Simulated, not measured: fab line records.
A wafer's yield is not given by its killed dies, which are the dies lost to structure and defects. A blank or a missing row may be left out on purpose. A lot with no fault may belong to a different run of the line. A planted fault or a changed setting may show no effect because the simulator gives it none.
Matching of chambers :: flow sky130 :: SKY_LI_CONTACT_ETCH_15 on rieDiel-02: 4 sister chambers
The step etches PSG in C4F8/O2/Ar, stops on Si, target depth 600 nm. 22 wafers are shown with their chamber, then 11 later ones without.

WAFERS, EACH WITH ITS CHAMBER
wafer: L076.3
chamber: 0
oesProductAu (a.u.): 0.836

wafer: L076.5
chamber: 1
oesProductAu (a.u.): 0.839

wafer: L076.6
chamber: 3
oesProductAu (a.u.): 0.835

wafer: L081.1
chamber: 0
oesProductAu (a.u.): 0.837

wafer: L081.2
chamber: 2
oesProductAu (a.u.): 0.832

wafer: L081.3
chamber: 3
oesProductAu (a.u.): 0.830

wafer: L081.4
chamber: 1
oesProductAu (a.u.): 0.836

wafer: L081.5
chamber: 0
oesProductAu (a.u.): 0.836

wafer: L081.6
chamber: 1
oesProductAu (a.u.): 0.840

wafer: L082.4
chamber: 1
oesProductAu (a.u.): 0.838

wafer: L082.5
chamber: 0
oesProductAu (a.u.): 0.836

wafer: L082.6
chamber: 1
oesProductAu (a.u.): 0.838

wafer: L083.1
chamber: 0
oesProductAu (a.u.): 0.833

wafer: L083.2
chamber: 2
oesProductAu (a.u.): 0.837

wafer: L083.3
chamber: 1
oesProductAu (a.u.): 0.835

wafer: L083.4
chamber: 3
oesProductAu (a.u.): 0.831

wafer: L083.5
chamber: 0
oesProductAu (a.u.): 0.834

wafer: L083.6
chamber: 3
oesProductAu (a.u.): 0.840

wafer: L086.3
chamber: 0
oesProductAu (a.u.): 0.836

wafer: L086.4
chamber: 1
oesProductAu (a.u.): 0.833

wafer: L086.6
chamber: 1
oesProductAu (a.u.): 0.835

wafer: L093.1
chamber: 3
oesProductAu (a.u.): 0.838

SIGNATURES (averages over the wafers above)
reading: oesProductAu
chamber 0: 0.83543
chamber 1: 0.83675
chamber 2: 0.83450
chamber 3: 0.83480
scatter within a chamber: 0.00277
Rule: for a wafer and a chamber, the distance is found by dividing, reading by reading, the gap between the wafer's reading and the chamber's mean by the reading's scatter, squaring, summing and taking the root. If the next closest chamber is less than 2 further off than the closest, the wafer can't be placed; otherwise it belongs to the closest. How the scatter is found: for the shown wafers, subtract from each reading the mean of its chamber, square and add these, divide the total by (wafers less chambers), then take the root.

WAFERS MISSING THEIR CHAMBER
wafer: L093.2
oesProductAu (a.u.): 0.828

wafer: L093.3
oesProductAu (a.u.): 0.830

wafer: L093.4
oesProductAu (a.u.): 0.834

wafer: L093.5
oesProductAu (a.u.): 0.839

wafer: L093.6
oesProductAu (a.u.): 0.837

wafer: L096.1
oesProductAu (a.u.): 0.839

wafer: L096.2
oesProductAu (a.u.): 0.835

wafer: L096.3
oesProductAu (a.u.): 0.840

wafer: L096.4
oesProductAu (a.u.): 0.830

wafer: L096.5
oesProductAu (a.u.): 0.840

wafer: L096.6
oesProductAu (a.u.): 0.842

CHAMBER TAKEN BY EACH
wafer: L093.2
from the rows above: can't be placed: 2 or 3 or 0 or 1
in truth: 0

wafer: L093.3
from the rows above: can't be placed: 2 or 3 or 0 or 1
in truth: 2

wafer: L093.4
from the rows above: can't be placed: 2 or 3 or 0 or 1
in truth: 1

wafer: L093.5
from the rows above: can't be placed: 1 or 0 or 3 or 2
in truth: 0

wafer: L093.6
from the rows above: can't be placed: 1 or 0 or 3 or 2
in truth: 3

wafer: L096.1
from the rows above: can't be placed: 1 or 0 or 3 or 2
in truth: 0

wafer: L096.2
from the rows above: can't be placed: 3 or 0 or 2 or 1
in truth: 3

wafer: L096.3
from the rows above: can't be placed: 1 or 0 or 3 or 2
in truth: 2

wafer: L096.4
from the rows above: can't be placed: 2 or 3 or 0 or 1
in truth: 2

wafer: L096.5
from the rows above: can't be placed: 1 or 0 or 3 or 2
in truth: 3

wafer: L096.6
from the rows above: can't be placed: 1 or 0 or 3 or 2
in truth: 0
Placed correctly: 0 of 11. Unplaceable from these rows: 11, with the true chamber sitting among the candidates in 11. Number placed wrongly: 0.
